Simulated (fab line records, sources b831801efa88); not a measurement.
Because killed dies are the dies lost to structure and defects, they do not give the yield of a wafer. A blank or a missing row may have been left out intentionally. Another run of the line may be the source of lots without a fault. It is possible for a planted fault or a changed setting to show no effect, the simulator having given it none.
fab line records :: flow sky130
[record]
  lots = 13
  wafers = 39
  last_day = 50
route steps=708 shown NWELL@60 VT_ADJUST_HVTR@141 SONOS_TUNNEL@161 SONOS_ONO@169 PAD_OPEN@708
lots untouched by any fault: they come from a run of this same line in which no faults occurred
start_h: hours from the record's opening day to when the first of the lot's shown wafers began :: wait_h: hours elapsed since this lot's preceding step :: " repeats the value in the row above :: L1.1+2: a single row standing in for several wafers :: - either no value or no given start :: * or withheld: withheld :: < > ~ a bound
route shown NAME@n: NAME is a module with steps in the file, n the number in the route of the first one :: usual: mean/standard deviation taken from wafers without a fault :: same: alike in all rows :: chamber/n: place in a boat :: sites: each site's reading :: _std_site: how widely they spread, as a standard deviation :: _edge_site: mean of outer sites minus mean of inner sites :: radius_mm: for every site, how far away it sits from the centre of the wafer :: mask NAME#n: copy n :: behind: the last tool/chamber to shape the wafer :: hold: why the lot went on hold/how many hours it stayed there/how the hold came to an end :: device: which transistor (n, p or np) failed to switch :: end of line: tests of these same wafers at the route's end :: where a step has no rows: the recipe by itself :: killed: the dies lost at the first sort to structure and to defects; this is not the yield of the wafer :: map: a wafer's dies, marking killed ones x, the rest . and places with no die _
set.NAME: setting as actually run; set.NAME@STEP: the setting as run at that earlier step :: model.NAME: the simulator's own value behind a step, which no gauge read
a sample of lots followed through the steps of the route, with each step as a table and each wafer as a row
services: a tool's chamber out of use, with start hour (start_h, from the record's first day; less than 0 if before it), hours out, and reason
[[steps]]
[step SKY_NWELL_EXPOSE_07]
[recipe]
  mask_id = NWM
  na = 0.6
  source_shape = conventional
  sigma_outer = 0.6
  polarization = unpolarized
  target_cd_nm = 840
  dose_mj = 255
lot.wafer: L766.2+4+5
tool: iline_stepper-02
chamber: 0
start_h: 78.58
wait_h: -
mask: NWM#0

lot.wafer: L767.1+2+4
tool: iline_stepper-01
chamber: 0
start_h: 82.57
wait_h: -
mask: NWM#0

lot.wafer: L769.1+5+6
tool: iline_stepper-02
chamber: 0
start_h: 92.97
wait_h: -
mask: NWM#0

lot.wafer: L770.1+3+6
tool: iline_stepper-01
chamber: 0
start_h: 99.22
wait_h: -
mask: NWM#0

lot.wafer: L771.3+4+6
tool: iline_stepper-01
chamber: 0
start_h: 104.26
wait_h: -
mask: NWM#0

lot.wafer: L773.2+4+6
tool: iline_stepper-02
chamber: 0
start_h: 119.24
wait_h: -
mask: NWM_R1#0

lot.wafer: L774.3+4+6
tool: iline_stepper-02
chamber: 0
start_h: 121.93
wait_h: -
mask: NWM#0

lot.wafer: L775.4+5+6
tool: iline_stepper-01
chamber: 0
start_h: 132.50
wait_h: -
mask: NWM#0

lot.wafer: L781.1+3+5
tool: iline_stepper-01
chamber: 0
start_h: 169.89
wait_h: -
mask: NWM#0

lot.wafer: L786.1+4+6
tool: iline_stepper-02
chamber: 0
start_h: 190.16
wait_h: -
mask: NWM#0

lot.wafer: L787.2+3+6
tool: iline_stepper-02
chamber: 0
start_h: 198.84
wait_h: -
mask: NWM#0

lot.wafer: L788.2+3+6
tool: iline_stepper-02
chamber: 0
start_h: 202.69
wait_h: -
mask: NWM#0

lot.wafer: L789.1+4+6
tool: iline_stepper-01
chamber: 0
start_h: 211.89
wait_h: -
mask: NWM#0
[step SKY_VT_ADJUST_HVTR_STRIP_10]
[recipe]
  chemistry = O2/N2
  power_w = 1400
  pressure_mtorr = 1500
  platen_temp_c = withheld
  o2_flow_sccm = 3000
  n2_flow_sccm = 300
  overash_fraction = 0.5
[usual]
  drypump_motor_current_A = 5.4/0.35
  o2_flow_sccm = 3002/9.2
  oes_product_au = 0.716/0.0045
  strip_time_to_endpoint_s = 14.18/0.039
lot.wafer: L766.2
tool: plasma_asher-04
chamber: 0
start_h: 203.05
wait_h: 0.1
drypump_motor_current_A: 5.6
o2_flow_sccm: 2997
oes_product_au: 0.713
rf_hours_counter_h: 8
strip_time_to_endpoint_s: 14.26

lot.wafer: L766.4
tool: plasma_asher-04
chamber: 0
start_h: 203.05
wait_h: 0.1
drypump_motor_current_A: 5.6
o2_flow_sccm: 3003
oes_product_au: 0.720
rf_hours_counter_h: -
strip_time_to_endpoint_s: 14.28

lot.wafer: L766.5
tool: plasma_asher-04
chamber: 0
start_h: 203.05
wait_h: 0.1
drypump_motor_current_A: 5.6
o2_flow_sccm: 3012
oes_product_au: 0.718
rf_hours_counter_h: -
strip_time_to_endpoint_s: 14.21

lot.wafer: L767.1
tool: plasma_asher-04
chamber: 0
start_h: 209.65
wait_h: 0.1
drypump_motor_current_A: 5.6
o2_flow_sccm: 3017
oes_product_au: 0.722
rf_hours_counter_h: 9
strip_time_to_endpoint_s: 14.14

lot.wafer: L767.2
tool: plasma_asher-04
chamber: 1
start_h: 209.65
wait_h: 0.1
drypump_motor_current_A: 5.5
o2_flow_sccm: 3007
oes_product_au: 0.719
rf_hours_counter_h: 9
strip_time_to_endpoint_s: 14.17

lot.wafer: L767.4
tool: plasma_asher-04
chamber: 0
start_h: 209.65
wait_h: 0.1
drypump_motor_current_A: 5.5
o2_flow_sccm: 3010
oes_product_au: 0.707
rf_hours_counter_h: -
strip_time_to_endpoint_s: 14.12

lot.wafer: L769.1
tool: plasma_asher-04
chamber: 1
start_h: 221.10
wait_h: 0.1
drypump_motor_current_A: 5.5
o2_flow_sccm: 2995
oes_product_au: 0.711
rf_hours_counter_h: 10
strip_time_to_endpoint_s: 14.13

lot.wafer: L769.5
tool: plasma_asher-04
chamber: 1
start_h: 221.10
wait_h: 0.1
drypump_motor_current_A: 5.5
o2_flow_sccm: 2995
oes_product_au: 0.718
rf_hours_counter_h: -
strip_time_to_endpoint_s: 14.18

lot.wafer: L769.6
tool: plasma_asher-04
chamber: 0
start_h: 221.10
wait_h: 0.1
drypump_motor_current_A: 5.6
o2_flow_sccm: 2988
oes_product_au: 0.718
rf_hours_counter_h: -
strip_time_to_endpoint_s: 14.16

lot.wafer: L770.1
tool: plasma_asher-02
chamber: 0
start_h: 230.64
wait_h: 0.1
drypump_motor_current_A: 5.1
o2_flow_sccm: 3002
oes_product_au: 0.717
rf_hours_counter_h: 57
strip_time_to_endpoint_s: 14.14

lot.wafer: L770.3
tool: plasma_asher-02
chamber: 0
start_h: 230.64
wait_h: 0.1
drypump_motor_current_A: 5.1
o2_flow_sccm: 3000
oes_product_au: 0.713
rf_hours_counter_h: -
strip_time_to_endpoint_s: 14.18

lot.wafer: L770.6
tool: plasma_asher-02
chamber: 1
start_h: 230.64
wait_h: 0.1
drypump_motor_current_A: 5.0
o2_flow_sccm: 2992
oes_product_au: 0.704
rf_hours_counter_h: -
strip_time_to_endpoint_s: 14.12

lot.wafer: L771.3
tool: plasma_asher-03
chamber: 1
start_h: 235.88
wait_h: 0.1
drypump_motor_current_A: 6.4
o2_flow_sccm: 3002
oes_product_au: 0.718
rf_hours_counter_h: -
strip_time_to_endpoint_s: 14.18

lot.wafer: L771.4
tool: plasma_asher-03
chamber: 0
start_h: 235.88
wait_h: 0.1
drypump_motor_current_A: 5.5
o2_flow_sccm: 3002
oes_product_au: 0.710
rf_hours_counter_h: -
strip_time_to_endpoint_s: 14.21

lot.wafer: L771.6
tool: plasma_asher-03
chamber: 1
start_h: 235.88
wait_h: 0.1
drypump_motor_current_A: 6.4
o2_flow_sccm: 2996
oes_product_au: 0.718
rf_hours_counter_h: -
strip_time_to_endpoint_s: 14.19

lot.wafer: L773.2
tool: plasma_asher-02
chamber: 0
start_h: 255.20
wait_h: 0.1
drypump_motor_current_A: 5.1
o2_flow_sccm: 3011
oes_product_au: 0.718
rf_hours_counter_h: 59
strip_time_to_endpoint_s: 14.18

lot.wafer: L773.4
tool: plasma_asher-02
chamber: 0
start_h: 255.20
wait_h: 0.1
drypump_motor_current_A: 5.1
o2_flow_sccm: 3010
oes_product_au: 0.713
rf_hours_counter_h: -
strip_time_to_endpoint_s: 14.18

lot.wafer: L773.6
tool: plasma_asher-02
chamber: 1
start_h: 255.20
wait_h: 0.1
drypump_motor_current_A: 5.0
o2_flow_sccm: 3017
oes_product_au: 0.718
rf_hours_counter_h: -
strip_time_to_endpoint_s: 14.21

lot.wafer: L774.3
tool: plasma_asher-02
chamber: 1
start_h: 261.13
wait_h: 0.1
drypump_motor_current_A: 5.0
o2_flow_sccm: 2995
oes_product_au: 0.713
rf_hours_counter_h: -
strip_time_to_endpoint_s: 14.19

lot.wafer: L774.4
tool: plasma_asher-02
chamber: 0
start_h: 261.13
wait_h: 0.1
drypump_motor_current_A: 5.1
o2_flow_sccm: 3005
oes_product_au: 0.716
rf_hours_counter_h: -
strip_time_to_endpoint_s: 14.20

lot.wafer: L774.6
tool: plasma_asher-02
chamber: 1
start_h: 261.13
wait_h: 0.1
drypump_motor_current_A: 5.0
o2_flow_sccm: 3004
oes_product_au: 0.716
rf_hours_counter_h: -
strip_time_to_endpoint_s: 14.20

lot.wafer: L775.4
tool: plasma_asher-04
chamber: 0
start_h: 275.58
wait_h: 0.1
drypump_motor_current_A: 5.6
o2_flow_sccm: 3014
oes_product_au: 0.719
rf_hours_counter_h: -
strip_time_to_endpoint_s: 14.18

lot.wafer: L775.5
tool: plasma_asher-04
chamber: 1
start_h: 275.58
wait_h: 0.1
drypump_motor_current_A: 5.5
o2_flow_sccm: 2998
oes_product_au: 0.715
rf_hours_counter_h: -
strip_time_to_endpoint_s: 14.19

lot.wafer: L775.6
tool: plasma_asher-04
chamber: 0
start_h: 275.58
wait_h: 0.1
drypump_motor_current_A: 5.5
o2_flow_sccm: 3001
oes_product_au: 0.719
rf_hours_counter_h: -
strip_time_to_endpoint_s: 14.17

lot.wafer: L781.1
tool: plasma_asher-04
chamber: 1
start_h: 321.45
wait_h: 0.1
drypump_motor_current_A: 5.5
o2_flow_sccm: 3004
oes_product_au: 0.711
rf_hours_counter_h: 22
strip_time_to_endpoint_s: 14.21

lot.wafer: L781.3
tool: plasma_asher-04
chamber: 1
start_h: 321.45
wait_h: 0.1
drypump_motor_current_A: 5.5
o2_flow_sccm: 3001
oes_product_au: 0.716
rf_hours_counter_h: -
strip_time_to_endpoint_s: 14.16

lot.wafer: L781.5
tool: plasma_asher-04
chamber: 0
start_h: 321.45
wait_h: 0.1
drypump_motor_current_A: 5.6
o2_flow_sccm: 2988
oes_product_au: 0.717
rf_hours_counter_h: -
strip_time_to_endpoint_s: 14.19

lot.wafer: L786.1
tool: plasma_asher-02
chamber: 1
start_h: 348.99
wait_h: 0.1
drypump_motor_current_A: 5.0
o2_flow_sccm: 3011
oes_product_au: 0.724
rf_hours_counter_h: 69
strip_time_to_endpoint_s: 14.16

lot.wafer: L786.4
tool: plasma_asher-02
chamber: 0
start_h: 348.99
wait_h: 0.1
drypump_motor_current_A: 5.1
o2_flow_sccm: 3006
oes_product_au: 0.715
rf_hours_counter_h: -
strip_time_to_endpoint_s: 14.17

lot.wafer: L786.6
tool: plasma_asher-02
chamber: 1
start_h: 348.99
wait_h: 0.1
drypump_motor_current_A: 5.0
o2_flow_sccm: 3002
oes_product_au: 0.714
rf_hours_counter_h: -
strip_time_to_endpoint_s: 14.13

lot.wafer: L787.2
tool: plasma_asher-02
chamber: 0
start_h: 359.30
wait_h: 0.1
drypump_motor_current_A: 5.1
o2_flow_sccm: 3003
oes_product_au: 0.715
rf_hours_counter_h: 70
strip_time_to_endpoint_s: 14.19

lot.wafer: L787.3
tool: plasma_asher-02
chamber: 1
start_h: 359.30
wait_h: 0.1
drypump_motor_current_A: 5.0
o2_flow_sccm: 3008
oes_product_au: 0.714
rf_hours_counter_h: -
strip_time_to_endpoint_s: 14.15

lot.wafer: L787.6
tool: plasma_asher-02
chamber: 1
start_h: 359.30
wait_h: 0.1
drypump_motor_current_A: 5.0
o2_flow_sccm: 3010
oes_product_au: 0.713
rf_hours_counter_h: -
strip_time_to_endpoint_s: 14.20

lot.wafer: L788.2
tool: plasma_asher-02
chamber: 0
start_h: 366.00
wait_h: 0.1
drypump_motor_current_A: 5.1
o2_flow_sccm: 3014
oes_product_au: 0.714
rf_hours_counter_h: 71
strip_time_to_endpoint_s: 14.20

lot.wafer: L788.3
tool: plasma_asher-02
chamber: 0
start_h: 366.00
wait_h: 0.1
drypump_motor_current_A: 5.1
o2_flow_sccm: 3018
oes_product_au: 0.716
rf_hours_counter_h: -
strip_time_to_endpoint_s: 14.17

lot.wafer: L788.6
tool: plasma_asher-02
chamber: 1
start_h: 366.00
wait_h: 0.1
drypump_motor_current_A: 5.0
o2_flow_sccm: 3011
oes_product_au: 0.714
rf_hours_counter_h: -
strip_time_to_endpoint_s: 14.21

lot.wafer: L789.1
tool: plasma_asher-04
chamber: 1
start_h: 375.40
wait_h: 0.1
drypump_motor_current_A: 5.5
o2_flow_sccm: 2992
oes_product_au: 0.713
rf_hours_counter_h: 27
strip_time_to_endpoint_s: 14.16

lot.wafer: L789.4
tool: plasma_asher-04
chamber: 0
start_h: 375.40
wait_h: 0.1
drypump_motor_current_A: 5.6
o2_flow_sccm: 3006
oes_product_au: 0.717
rf_hours_counter_h: -
strip_time_to_endpoint_s: 14.27

lot.wafer: L789.6
tool: plasma_asher-04
chamber: 0
start_h: 375.40
wait_h: 0.1
drypump_motor_current_A: 5.6
o2_flow_sccm: 3017
oes_product_au: 0.719
rf_hours_counter_h: -
strip_time_to_endpoint_s: 14.20
[step SKY_SONOS_TUNNEL_CD_MEAS_07]
[recipe]
  target_cd_nm = 410
[usual]
  cd_nm = 408.8/2.5
lot.wafer: L766.2
tool: cd_sem-02
chamber: -
start_h: 247.96
wait_h: 0.1
cd_nm: 408.1

lot.wafer: L766.4
tool: cd_sem-02
chamber: -
start_h: 247.96
wait_h: 0.1
cd_nm: 406.5

lot.wafer: L766.5
tool: cd_sem-02
chamber: -
start_h: 247.96
wait_h: 0.1
cd_nm: 408.0

lot.wafer: L767.1
tool: cd_sem-02
chamber: -
start_h: 255.69
wait_h: 0.1
cd_nm: 411.6

lot.wafer: L767.2
tool: cd_sem-02
chamber: -
start_h: 255.69
wait_h: 0.1
cd_nm: 411.6

lot.wafer: L767.4
tool: cd_sem-02
chamber: -
start_h: 255.69
wait_h: 0.1
cd_nm: 414.5

lot.wafer: L769.1
tool: cd_sem-01
chamber: -
start_h: 267.74
wait_h: 0.1
cd_nm: 411.5

lot.wafer: L769.5
tool: cd_sem-01
chamber: -
start_h: 267.74
wait_h: 0.1
cd_nm: 411.8

lot.wafer: L769.6
tool: cd_sem-01
chamber: -
start_h: 267.74
wait_h: 0.1
cd_nm: 413.3

lot.wafer: L770.1
tool: cd_sem-02
chamber: -
start_h: 277.97
wait_h: 0.1
cd_nm: 409.5

lot.wafer: L770.3
tool: cd_sem-02
chamber: -
start_h: 277.97
wait_h: 0.1
cd_nm: 409.2

lot.wafer: L770.6
tool: cd_sem-02
chamber: -
start_h: 277.97
wait_h: 0.1
cd_nm: 409.1

lot.wafer: L771.3
tool: cd_sem-01
chamber: -
start_h: 283.53
wait_h: 0.1
cd_nm: 410.7

lot.wafer: L771.4
tool: cd_sem-01
chamber: -
start_h: 283.53
wait_h: 0.1
cd_nm: 410.3

lot.wafer: L771.6
tool: cd_sem-01
chamber: -
start_h: 283.53
wait_h: 0.1
cd_nm: 411.1

lot.wafer: L773.2
tool: cd_sem-01
chamber: -
start_h: 304.41
wait_h: 0.1
cd_nm: 414.1

lot.wafer: L773.4
tool: cd_sem-01
chamber: -
start_h: 304.41
wait_h: 0.1
cd_nm: 414.2

lot.wafer: L773.6
tool: cd_sem-01
chamber: -
start_h: 304.41
wait_h: 0.1
cd_nm: 412.4

lot.wafer: L774.3
tool: cd_sem-01
chamber: -
start_h: 310.98
wait_h: 0.1
cd_nm: 407.5

lot.wafer: L774.4
tool: cd_sem-01
chamber: -
start_h: 310.98
wait_h: 0.1
cd_nm: 405.7

lot.wafer: L774.6
tool: cd_sem-01
chamber: -
start_h: 310.98
wait_h: 0.1
cd_nm: 407.3

lot.wafer: L775.4
tool: cd_sem-01
chamber: -
start_h: 326.55
wait_h: 0.1
cd_nm: 404.4

lot.wafer: L775.5
tool: cd_sem-01
chamber: -
start_h: 326.55
wait_h: 0.1
cd_nm: 402.1

lot.wafer: L775.6
tool: cd_sem-01
chamber: -
start_h: 326.55
wait_h: 0.1
cd_nm: 405.3

lot.wafer: L781.1
tool: cd_sem-01
chamber: -
start_h: 376.82
wait_h: 0.1
cd_nm: 411.4

lot.wafer: L781.3
tool: cd_sem-01
chamber: -
start_h: 376.82
wait_h: 0.1
cd_nm: 409.5

lot.wafer: L781.5
tool: cd_sem-01
chamber: -
start_h: 376.82
wait_h: 0.1
cd_nm: 411.8

lot.wafer: L786.1
tool: cd_sem-01
chamber: -
start_h: 405.74
wait_h: 0.1
cd_nm: 408.6

lot.wafer: L786.4
tool: cd_sem-01
chamber: -
start_h: 405.74
wait_h: 0.1
cd_nm: 407.9

lot.wafer: L786.6
tool: cd_sem-01
chamber: -
start_h: 405.74
wait_h: 0.1
cd_nm: 409.6

lot.wafer: L787.2
tool: cd_sem-01
chamber: -
start_h: 416.99
wait_h: 0.1
cd_nm: 410.0

lot.wafer: L787.3
tool: cd_sem-01
chamber: -
start_h: 416.99
wait_h: 0.1
cd_nm: 408.5

lot.wafer: L787.6
tool: cd_sem-01
chamber: -
start_h: 416.99
wait_h: 0.1
cd_nm: 409.7

lot.wafer: L788.2
tool: cd_sem-01
chamber: -
start_h: 424.96
wait_h: 0.1
cd_nm: 411.8

lot.wafer: L788.3
tool: cd_sem-01
chamber: -
start_h: 424.96
wait_h: 0.1
cd_nm: 408.9

lot.wafer: L788.6
tool: cd_sem-01
chamber: -
start_h: 424.96
wait_h: 0.1
cd_nm: 413.0

lot.wafer: L789.1
tool: cd_sem-01
chamber: -
start_h: 434.14
wait_h: 0.1
cd_nm: 404.5

lot.wafer: L789.4
tool: cd_sem-01
chamber: -
start_h: 434.14
wait_h: 0.1
cd_nm: 402.3

lot.wafer: L789.6
tool: cd_sem-01
chamber: -
start_h: 434.14
wait_h: 0.1
cd_nm: 405.0
[step SKY_SONOS_ONO_THK_MEAS_01]
[recipe]
  reads = SiO2_of_SONOS_ONO_OXIDATION_00
[usual]
  SONOS_ONO_OXIDATION_THK = 2.58/0.062
lot.wafer: L766.2
tool: film_metro-02
chamber: -
start_h: 249.94
wait_h: 0.0
SONOS_ONO_OXIDATION_THK[nm]: 2.56

lot.wafer: L766.4
tool: film_metro-02
chamber: -
start_h: 249.94
wait_h: 0.0
SONOS_ONO_OXIDATION_THK[nm]: 2.55

lot.wafer: L766.5
tool: film_metro-02
chamber: -
start_h: 249.94
wait_h: 0.0
SONOS_ONO_OXIDATION_THK[nm]: 2.47

lot.wafer: L767.1
tool: film_metro-02
chamber: -
start_h: 259.56
wait_h: 0.0
SONOS_ONO_OXIDATION_THK[nm]: 2.62

lot.wafer: L767.2
tool: film_metro-02
chamber: -
start_h: 259.56
wait_h: 0.0
SONOS_ONO_OXIDATION_THK[nm]: 2.65

lot.wafer: L767.4
tool: film_metro-02
chamber: -
start_h: 259.56
wait_h: 0.0
SONOS_ONO_OXIDATION_THK[nm]: 2.58

lot.wafer: L769.1
tool: film_metro-01
chamber: -
start_h: 270.79
wait_h: 0.0
SONOS_ONO_OXIDATION_THK[nm]: 2.54

lot.wafer: L769.5
tool: film_metro-01
chamber: -
start_h: 270.79
wait_h: 0.0
SONOS_ONO_OXIDATION_THK[nm]: 2.53

lot.wafer: L769.6
tool: film_metro-01
chamber: -
start_h: 270.79
wait_h: 0.0
SONOS_ONO_OXIDATION_THK[nm]: 2.51

lot.wafer: L770.1
tool: film_metro-02
chamber: -
start_h: 280.18
wait_h: 0.0
SONOS_ONO_OXIDATION_THK[nm]: 2.52

lot.wafer: L770.3
tool: film_metro-02
chamber: -
start_h: 280.18
wait_h: 0.0
SONOS_ONO_OXIDATION_THK[nm]: 2.56

lot.wafer: L770.6
tool: film_metro-02
chamber: -
start_h: 280.18
wait_h: 0.0
SONOS_ONO_OXIDATION_THK[nm]: 2.55

lot.wafer: L771.3
tool: film_metro-04
chamber: -
start_h: 286.98
wait_h: 0.0
SONOS_ONO_OXIDATION_THK[nm]: 2.65

lot.wafer: L771.4
tool: film_metro-04
chamber: -
start_h: 286.98
wait_h: 0.0
SONOS_ONO_OXIDATION_THK[nm]: 2.50

lot.wafer: L771.6
tool: film_metro-04
chamber: -
start_h: 286.98
wait_h: 0.0
SONOS_ONO_OXIDATION_THK[nm]: 2.60

lot.wafer: L773.2
tool: film_metro-01
chamber: -
start_h: 307.53
wait_h: 0.0
SONOS_ONO_OXIDATION_THK[nm]: 2.62

lot.wafer: L773.4
tool: film_metro-01
chamber: -
start_h: 307.53
wait_h: 0.0
SONOS_ONO_OXIDATION_THK[nm]: 2.51

lot.wafer: L773.6
tool: film_metro-01
chamber: -
start_h: 307.53
wait_h: 0.0
SONOS_ONO_OXIDATION_THK[nm]: 2.51

lot.wafer: L774.3
tool: film_metro-02
chamber: -
start_h: 314.06
wait_h: 0.0
SONOS_ONO_OXIDATION_THK[nm]: 2.51

lot.wafer: L774.4
tool: film_metro-02
chamber: -
start_h: 314.06
wait_h: 0.0
SONOS_ONO_OXIDATION_THK[nm]: 2.50

lot.wafer: L774.6
tool: film_metro-02
chamber: -
start_h: 314.06
wait_h: 0.0
SONOS_ONO_OXIDATION_THK[nm]: 2.44

lot.wafer: L775.4
tool: film_metro-01
chamber: -
start_h: 329.52
wait_h: 0.0
SONOS_ONO_OXIDATION_THK[nm]: 2.54

lot.wafer: L775.5
tool: film_metro-01
chamber: -
start_h: 329.52
wait_h: 0.0
SONOS_ONO_OXIDATION_THK[nm]: 2.65

lot.wafer: L775.6
tool: film_metro-01
chamber: -
start_h: 329.52
wait_h: 0.0
SONOS_ONO_OXIDATION_THK[nm]: 2.60

lot.wafer: L781.1
tool: film_metro-01
chamber: -
start_h: 379.46
wait_h: 0.0
SONOS_ONO_OXIDATION_THK[nm]: 2.62

lot.wafer: L781.3
tool: film_metro-01
chamber: -
start_h: 379.46
wait_h: 0.0
SONOS_ONO_OXIDATION_THK[nm]: 2.59

lot.wafer: L781.5
tool: film_metro-01
chamber: -
start_h: 379.46
wait_h: 0.0
SONOS_ONO_OXIDATION_THK[nm]: 2.63

lot.wafer: L786.1
tool: film_metro-02
chamber: -
start_h: 409.45
wait_h: 0.0
SONOS_ONO_OXIDATION_THK[nm]: 2.51

lot.wafer: L786.4
tool: film_metro-02
chamber: -
start_h: 409.45
wait_h: 0.0
SONOS_ONO_OXIDATION_THK[nm]: 2.54

lot.wafer: L786.6
tool: film_metro-02
chamber: -
start_h: 409.45
wait_h: 0.0
SONOS_ONO_OXIDATION_THK[nm]: 2.51

lot.wafer: L787.2
tool: film_metro-02
chamber: -
start_h: 419.10
wait_h: 0.0
SONOS_ONO_OXIDATION_THK[nm]: 2.56

lot.wafer: L787.3
tool: film_metro-02
chamber: -
start_h: 419.10
wait_h: 0.0
SONOS_ONO_OXIDATION_THK[nm]: 2.52

lot.wafer: L787.6
tool: film_metro-02
chamber: -
start_h: 419.10
wait_h: 0.0
SONOS_ONO_OXIDATION_THK[nm]: 2.68

lot.wafer: L788.2
tool: film_metro-01
chamber: -
start_h: 427.99
wait_h: 0.0
SONOS_ONO_OXIDATION_THK[nm]: 2.61

lot.wafer: L788.3
tool: film_metro-01
chamber: -
start_h: 427.99
wait_h: 0.0
SONOS_ONO_OXIDATION_THK[nm]: 2.65

lot.wafer: L788.6
tool: film_metro-01
chamber: -
start_h: 427.99
wait_h: 0.0
SONOS_ONO_OXIDATION_THK[nm]: 2.61

lot.wafer: L789.1
tool: film_metro-04
chamber: -
start_h: 436.20
wait_h: 0.0
SONOS_ONO_OXIDATION_THK[nm]: 2.54

lot.wafer: L789.4
tool: film_metro-04
chamber: -
start_h: 436.20
wait_h: 0.0
SONOS_ONO_OXIDATION_THK[nm]: 2.57

lot.wafer: L789.6
tool: film_metro-04
chamber: -
start_h: 436.20
wait_h: 0.0
SONOS_ONO_OXIDATION_THK[nm]: 2.52
[step SKY_PAD_OPEN_PROBE_99]
[usual]
  killed_at_M0_to_M3 = 44/7.8
  killed_at_M4_up = 3.1/1.7
  killed_at_contacts = 25/5.1
  killed_at_front_end = 15/4.4
  killed_at_other = 0.5/0.68
  killed_dies = 88/9.9
  killed_open = 48/6.9
  killed_short = 39/6.5
[same]
  gross_dies = 492
  killed_at_back_side = 0
lot.wafer: L775.4
tool: prober-01
chamber: -
start_h: 1132.74
wait_h: 0.2
killed_at_M0_to_M3: 48
killed_at_M4_up: 5
killed_at_contacts: 20
killed_at_front_end: 15
killed_at_other: 1
killed_dies: 89
killed_open: 52
killed_short: 36

lot.wafer: L775.5
tool: prober-01
chamber: -
start_h: 1132.79
wait_h: 0.2
killed_at_M0_to_M3: 28
killed_at_M4_up: 2
killed_at_contacts: 30
killed_at_front_end: 19
killed_at_other: 1
killed_dies: 80
killed_open: 50
killed_short: 28

lot.wafer: L775.6
tool: prober-01
chamber: -
start_h: 1132.84
wait_h: 0.2
killed_at_M0_to_M3: 44
killed_at_M4_up: 1
killed_at_contacts: 33
killed_at_front_end: 11
killed_at_other: 0
killed_dies: 89
killed_open: 47
killed_short: 42
// killed by level:class
L775.4 VIA3:geometric_particle:open=14 VIA1:geometric_particle:open=9 LI_CONTACT:geometric_particle:open=7 VIA2:geometric_particle:short=6 VIA2:geometric_particle:open=6 FIELD_ISO:geometric_particle:open=5 CONTACT:geometric_particle:open=5 METAL4:geometric_particle:short=5
L775.5 LI_CONTACT:geometric_particle:open=13 VIA1:geometric_particle:open=9 CONTACT:geometric_particle:open=8 FIELD_ISO:geometric_particle:short=7 FIELD_ISO:geometric_particle:open=5 POLY_GATE:geometric_particle:open=5 VIA3:geometric_particle:open=5 CONTACT:geometric_particle:short=4
L775.6 LI_CONTACT:geometric_particle:open=14 VIA1:geometric_particle:open=12 LI_CONTACT:geometric_particle:short=7 CONTACT:geometric_particle:open=6 METAL1:geometric_particle:short=6 CONTACT:geometric_particle:short=5 VIA3:geometric_particle:open=5 FIELD_ISO:geometric_particle:short=4
[[services]]
tool: iline_stepper-02
chamber: -
start_h: 97.66
hours: 1.7
kind: pm

tool: plasma_asher-03
chamber: -
start_h: 98.55
hours: 0.9
kind: repair

tool: iline_stepper-02
chamber: 0
start_h: 104.74
hours: -
kind: calibration

tool: plasma_asher-04
chamber: -
start_h: 108.75
hours: 9.0
kind: pm

tool: plasma_asher-04
chamber: 0
start_h: 108.75
hours: 9.0
kind: vent_cycle

tool: iline_stepper-02
chamber: -
start_h: 156.70
hours: 3.8
kind: repair

tool: plasma_asher-04
chamber: -
start_h: 166.90
hours: 2.8
kind: pm

tool: plasma_asher-03
chamber: -
start_h: 176.04
hours: 9.6
kind: pm

tool: plasma_asher-03
chamber: -
start_h: 249.57
hours: 1.1
kind: repair

tool: iline_stepper-02
chamber: -
start_h: 254.06
hours: 2.2
kind: repair

tool: plasma_asher-03
chamber: -
start_h: 256.39
hours: 6.4
kind: repair

tool: iline_stepper-01
chamber: -
start_h: 261.41
hours: 2.1
kind: pm

tool: iline_stepper-01
chamber: -
start_h: 265.76
hours: 1.7
kind: pm

tool: plasma_asher-03
chamber: -
start_h: 285.83
hours: 14.6
kind: pm

tool: iline_stepper-01
chamber: -
start_h: 286.49
hours: 2.8
kind: repair

tool: plasma_asher-03
chamber: -
start_h: 300.43
hours: 15.6
kind: pm

tool: iline_stepper-02
chamber: -
start_h: 305.94
hours: 4.4
kind: pm

tool: iline_stepper-02
chamber: -
start_h: 315.84
hours: 1.7
kind: pm

tool: iline_stepper-01
chamber: -
start_h: 319.72
hours: 4.4
kind: pm

tool: iline_stepper-02
chamber: 0
start_h: 330.43
hours: -
kind: calibration

tool: iline_stepper-02
chamber: -
start_h: 342.34
hours: 5.6
kind: repair

tool: plasma_asher-04
chamber: -
start_h: 344.65
hours: 0.7
kind: repair

tool: plasma_asher-02
chamber: -
start_h: 345.82
hours: 1.3
kind: repair

tool: plasma_asher-02
chamber: -
start_h: 368.33
hours: 2.8
kind: pm
[[key]]
[first_sign]
  step = SKY_NWELL_EXPOSE_07
  reading = mask
  direction = changed
effect none on later readings
met_at SKY_NWELL_EXPOSE_07
struck_lots L773
tester_left_out L773
not_acting_at SKY_VT_ADJUST_HVTR_STRIP_10,SKY_SONOS_TUNNEL_CD_MEAS_07,SKY_SONOS_ONO_THK_MEAS_01
onset_between 92.97 119.24
[fault]
  kind = wrong_mask
  tool = any
  chamber = -
  onset_h = 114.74
  steps = SKY_NWELL_EXPOSE_07
  aux_copy = NWM_R1#0
  cd_offset_nm = -101
  scope = struck_lots_only
// tester_left_out: of these lots the tester's yield and bins aren't shown, on N5 and GAA mostly nor the transistor test; their killed dies are dies lost to structure and defects alone, not to doping, threshold or leakage, so they don't give the yield
